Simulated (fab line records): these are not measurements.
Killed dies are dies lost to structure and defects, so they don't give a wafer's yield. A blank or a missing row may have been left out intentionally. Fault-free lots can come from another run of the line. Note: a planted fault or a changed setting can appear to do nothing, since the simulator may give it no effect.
One fault seen from 2 desks    flow sky130    every desk sees just its own numbers, and what lay behind them comes last

AT THE TOOL OWNER'S DESK: pvd_sputter-01
At SKY_VIA3_SPUTTER_20 (material TiN, target thk 20 nm, time 80 s) the tool's own readings: per lot run on this tool, the mean of the sampled wafers that have a number. If a lot's mean is further than 4 standard deviations from the usual mean, the lot is out of limits and carries the mark OUT (the distance appears in the brackets).
Columns: A = chamber_pressure_pa at SKY_VIA3_SPUTTER_20, usual 5.001 Pa; B = throttle_valve_pct at SKY_VIA3_SPUTTER_20, usual 30.0 %
lot   first seen here  A                B
L223  day 44 08:02     5.014            29.0
L221  day 44 11:06     4.770 (-21) OUT  30.5
L230  day 45 17:50     4.768 (-21) OUT  30.0
This desk's finding: out of limits on L221, L230; first on L221, day 44 11:06 (chamber_pressure_pa at SKY_VIA3_SPUTTER_20). L223 stayed within limits.

THE METROLOGY DESK
Lot by lot, what the gauges showed, no matter which tool ran the lot: averages of those sampled wafers that carry a number. If a lot's mean is further than 4 standard deviations from the usual mean, the lot is out of limits and carries the mark OUT (the distance appears in the brackets).
Columns: A = cd_nm at SKY_VIA3_CD_MEAS_12, usual 200.7 nm; B = VIA3_OVL at SKY_VIA3_OVL_MEAS_13, usual -1 nm
lot   first seen here  A      B
L209  day 41 08:43     200.7  6
L213  day 41 11:47     199.6  -5
L218  day 43 10:08     201.3  2
L223  day 44 07:13     202.2  -1
L221  day 44 09:59     201.7  2
L230  day 45 16:59     198.8  -4
Result from this desk: across the 6 lots, nothing is out of limits.

BROUGHT TOGETHER
At day 44 11:06, on L221, L230, the tool owner's desk was in a position to raise an alarm.
The metrology desk saw nothing out of limits.
The metrology desk holds a record of L221, L230, inside its limits.
Of the lots named, all ran SKY_VIA3_SPUTTER_20 on pvd_sputter-01.

WHAT THE SIMULATOR PUT IN
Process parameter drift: pvd_sputter-01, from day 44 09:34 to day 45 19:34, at SKY_VIA3_SPUTTER_20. Setting chamber_pressure_pa, moved by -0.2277, from 5. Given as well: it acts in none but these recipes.
Lots struck among those shown: L221, L230.
Delay in hours, fault start to first out-of-limits reading, by desk: the tool owner's desk at 2.
